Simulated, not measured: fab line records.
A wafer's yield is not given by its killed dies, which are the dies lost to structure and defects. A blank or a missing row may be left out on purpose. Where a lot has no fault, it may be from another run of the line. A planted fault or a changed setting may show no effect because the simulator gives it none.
Tool commonality check ; flow gf180mcu ; 45 wafers sampled across 13 lots

== WHY THIS WAS OPENED ==
2 of 13 lots carry a flag on the reading NSD_RS at GF_PSD_RS_MEAS_14. No-fault wafers: 46.15 ohm/sq, standard deviation 0.087.
Rule: flag the lot when none of its wafers has a number, or when each of its wafers that has one lies beyond 4 standard deviations from that mean. All remaining lots are regarded as sound.

lot;measured;on;NSD_RS (ohm/sq), wafer by wafer;flag
L343;day 14 17:47;filmMetro-04;46.04 46.05 46.09;
L345;day 15 08:19;filmMetro-04;46.10 46.17 46.06;
L346;day 15 22:17;filmMetro-03;46.11 46.18 46.16;
L351;day 17 07:05;filmMetro-02;44.73 44.82 44.79 44.74 44.65 44.74;FLAGGED
L352;day 17 22:15;filmMetro-04;44.63 44.59 44.59 44.69 44.64 44.55;FLAGGED
L353;day 18 13:17;filmMetro-03;46.29 46.12 46.09;
L354;day 18 14:16;filmMetro-04;46.12 46.16 46.18;
L359;day 20 12:08;filmMetro-03;46.16 46.07 46.02;
L361;day 20 23:47;filmMetro-03;46.19 46.19 46.18;
L362;day 21 09:35;filmMetro-02;46.12 46.15 46.20;
L363;day 21 16:11;filmMetro-03;46.24 46.19 46.24;
L364;day 22 04:26;filmMetro-04;46.07 46.03 46.08;
L365;day 22 11:08;filmMetro-03;46.20 46.12 46.21;
The numbers of the flagged lots are 44.68 ohm/sq on average: -1.47 ohm/sq against the usual, or -17 standard deviations.

== WHICH TOOL RAN EACH LOT ==
The record keeps 1 process step preceding the reading, out of 602 steps on the route. Cell contents, in order: the tool; ch with the chambers the sampled wafers went through; the start.
lot;flag;GF_PSD_RTA_13
L343;;rtpAnneal-01 ch 0, day 14 17:41
L345;;rtpAnneal-02 ch 0, day 15 08:13
L346;;rtpAnneal-02 ch 0, day 15 22:11
L351;FLAGGED;rtpAnneal-02 ch 0, day 17 07:00
L352;FLAGGED;rtpAnneal-02 ch 0, day 17 22:10
L353;;rtpAnneal-01 ch 0, day 18 13:12
L354;;rtpAnneal-01 ch 0, day 18 14:11
L359;;rtpAnneal-01 ch 0, day 20 12:04
L361;;rtpAnneal-01 ch 0, day 20 23:42
L362;;rtpAnneal-02 ch 0, day 21 09:29
L363;;rtpAnneal-02 ch 0, day 21 16:05
L364;;rtpAnneal-01 ch 0, day 22 04:16
L365;;rtpAnneal-01 ch 0, day 22 10:51
What the steps here do:
- GF_PSD_RTA_13: time 20 s.
- GF_PSD_RS_MEAS_14: measures by four-point-probe.

== FLAGGED AGAINST TOTAL, ONE TOOL AT A TIME (gauges that did the reading follow at the end) ==
step;tool;lots run;flagged;share of the flagged lots;sound lots run after its first flagged lot
GF_PSD_RTA_13;rtpAnneal-01;7;0;none;-
GF_PSD_RTA_13;rtpAnneal-02;6;2;all;2 (L362,L363)
GF_PSD_RS_MEAS_14;filmMetro-02;2;1;some;1 (L362)
GF_PSD_RS_MEAS_14;filmMetro-03;6;0;none;-
GF_PSD_RS_MEAS_14;filmMetro-04;5;1;some;2 (L354,L364)

== WHAT THE TABLE ALLOWS ==
1 row of the table ran every flagged lot: rtpAnneal-02 at GF_PSD_RTA_13.
- rtpAnneal-02 at GF_PSD_RTA_13: 2 of its 6 lots flagged. Sound lots followed the first flagged one (L362, L363) on it, something a lasting fault affecting the whole tool could not allow. Its own readings (wafer_temp_C_max) fall more than 4 standard deviations out on all wafers of the flagged lots.
There is no row in the table that ran each flagged lot and no sound lot after the first.

== WHAT THE SIMULATOR HAD PUT IN ==
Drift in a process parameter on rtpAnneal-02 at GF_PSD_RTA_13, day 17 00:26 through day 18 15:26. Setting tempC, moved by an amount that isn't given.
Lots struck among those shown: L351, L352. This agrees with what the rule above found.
